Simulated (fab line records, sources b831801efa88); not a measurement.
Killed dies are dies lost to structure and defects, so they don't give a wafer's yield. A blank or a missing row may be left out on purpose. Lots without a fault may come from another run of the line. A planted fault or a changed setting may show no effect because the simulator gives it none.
Chamber matching | flow sky130 | SKY_FIELD_ISO_CVD_24 on hdpcvd-02: 3 sister chambers
The step deposits SiO2, target thk 595 nm, time 99.2 s. 3 wafers are shown with their chamber, then 9 later ones without.

WAFERS WITH THEIR CHAMBER
wafer  | chamber | sih4_flow_sccm (sccm)
L828.3 | 1       | 59.76
L828.4 | 2       | 60.18
L828.5 | 0       | 60.14

WAFERS WITHOUT THEIR CHAMBER
wafer  | sih4_flow_sccm (sccm)
L829.3 | 59.95
L829.4 | 59.61
L829.5 | 60.13
L842.1 | 60.04
L842.2 | 60.00
L842.6 | 59.88
L844.3 | 60.08
L844.4 | 59.61
L844.5 | 60.09

WHICH CHAMBER EACH WENT THROUGH
wafer  | from the rows above          | in truth
L829.3 | can't be placed: 0 or 1 or 2 | 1
L829.4 | 1                            | 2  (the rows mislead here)
L829.5 | can't be placed: 0 or 2      | 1
L842.1 | can't be placed: 0 or 2 or 1 | 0
L842.2 | can't be placed: 0 or 2 or 1 | 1
L842.6 | can't be placed: 1 or 0 or 2 | 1
L844.3 | can't be placed: 0 or 2      | 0
L844.4 | 1                            | 1
L844.5 | can't be placed: 0 or 2      | 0
Placed correctly: 1 of 9. Can't be placed from these rows: 7 (the true chamber is among the candidates in 6). Placed wrongly: 1.
How it was worked out, from the rows above alone: a wafer's distance from a chamber is the root of the sum, over the readings, of the square of ((its reading less the chamber's mean) divided by the reading's scatter). The wafer belongs to the nearest chamber; if the next one is less than 2 further off, it can't be placed. A chamber's mean is the mean of its shown wafers. The scatter: with one shown wafer a chamber, the root of the mean of the squares of how far each hidden wafer lies from its nearest shown one.
